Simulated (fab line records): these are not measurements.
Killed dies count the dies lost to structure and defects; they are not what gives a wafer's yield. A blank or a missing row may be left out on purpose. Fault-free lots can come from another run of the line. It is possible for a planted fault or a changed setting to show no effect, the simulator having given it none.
8D (eight disciplines) problem report, filled in by code + flow gf180mcu + the parts of the form that need people (team, actions taken, sign-off) are left out

## 1. PROBLEM STATEMENT
Mean of oes product au at GF_MIM_METAL_ETCH_19: 0.992 a.u. across 2 wafers in 2 lots; on wafers with no fault it is 0.944 a.u. (standard deviation 0.0061). That is +7.8 standard deviations from the usual mean.
The step: etches the open film in Cl2/BCl3, stops on Si3N4, target depth 324.5 nm, time 54.1 s.
First observed at day 28 20:19: wafer L536.5, on rie metal-02. Wafers with a number at this step in the record: 32, from 11 lots. Rule for "out", or "out of limits": more than 4 standard deviations from the usual mean. The rest of the wafers with a number are treated as sound.

## 2. WHAT IT IS; WHAT IT IS NOT
| question                    | is                                 | is not                                                                                             |
|-----------------------------|------------------------------------|----------------------------------------------------------------------------------------------------|
| which readings at this step | oes product au, throttle valve pct | bcl3 flow sccm, drypump motor current A, rf fwd power W                                            |
| which lots                  | L536, L540                         | L526, L527, L529, L530, L542, L544, L545, L547, L549                                               |
| which wafers of those lots  | L536.5, L540.2                     | L536.6, L540.3, L540.4                                                                             |
| read on which tools         | rie metal-02, rie metal-04         | rie metal-01                                                                                       |
| when                        | from day 28 20:19                  | up to then (13 sound wafers); but 17 sound wafers of L540, L542, L544, L545, L547, L549 came after |

## 3. SUSPECTS, AND WHAT RULES EACH OUT
Counting: any tool at a process step up to the reading remains a suspect provided it ran every lot that is out. Sound lots after the first of them don't rule it out here, since some wafers of a struck lot are sound.
- pvd sputter-04 at GF_MIM_SPUTTER_07 (material TiN, target thk 60 nm, time 50 s): kept. It processed each lot that is out (first: L536, day 28 01:10); up to then, its last sound lot is L530 (day 25 17:53).
The count leaves pvd sputter-04 at GF_MIM_SPUTTER_07.

## 4. THE CAUSE (what the simulator had put in)
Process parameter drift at GF_MIM_SPUTTER_07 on pvd sputter-04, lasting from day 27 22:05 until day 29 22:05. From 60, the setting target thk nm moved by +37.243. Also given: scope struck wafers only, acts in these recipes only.
After counting, this tool was the only one left.

## 5. THE EFFECT CHAIN, in route order
One row per reading whose mean, taken over the struck wafers that have a number, lies over 3 standard deviations from the usual. Scope: only readings with a usual standard deviation given in the record; hours: median across lots of the time from each lot's start at the first step in this table that gives one to its start at this step; sigmas: change in usual standard deviations.
| hours | step                    | reading              | usual      | on struck wafers | change | sigmas      |
|-------|-------------------------|----------------------|------------|------------------|--------|-------------|
| 0     | GF_MIM_METAL_ETCH_19    | oes product au       | 0.944 a.u. | 0.992            | +0.048 | +7.8        |
| 0     | GF_MIM_METAL_ETCH_19    | throttle valve pct   | 28.281 %   | 28.232           | -0.049 | -4.5        |
| 78    | GF_PASSIVATION_PROBE_99 | defect limited yield | 90.1 %     | 0.1              | -90.0  | -64         |
| 78    | GF_PASSIVATION_PROBE_99 | killed at other      | 0.2        | 444.0            | +443.8 | +99 or more |
| 78    | GF_PASSIVATION_PROBE_99 | killed dies          | 49         | 492              | +442   | +62         |
| 78    | GF_PASSIVATION_PROBE_99 | killed on rim        | 9          | 96               | +87    | +28         |
| 78    | GF_PASSIVATION_PROBE_99 | sort_bin_3_pad_short | 0.5 %      | 90.8             | +90.2  | +99 or more |
| 78    | GF_PASSIVATION_PROBE_99 | sort n pass          | 443        | 0                | -442   | -62         |
| 78    | GF_PASSIVATION_PROBE_99 | sort yield pct       | 90.1 %     | 0.1              | -90.0  | -64         |
It contains these process steps:
- GF_MIM_METAL_ETCH_19: etches the open film in Cl2/BCl3, stops on Si3N4, target depth 324.5 nm, time 54.1 s.
- GF_PASSIVATION_PROBE_99

## 6. HOW IT WOULD HAVE BEEN CAUGHT EARLIER
In this record no reading fell out of limits until day 28 20:19, 22 hours after the fault had begun at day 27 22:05.
An alarm limit of 4 standard deviations would not have fired on the tool readings at GF_MIM_SPUTTER_07 for which the record gives a usual standard deviation, since none of them was out on any struck wafer.
Among the 2 lots that are out, L540 began GF_MIM_SPUTTER_07 on pvd sputter-04 after day 28 20:19. A tool hold placed at that time would have kept it from harm.
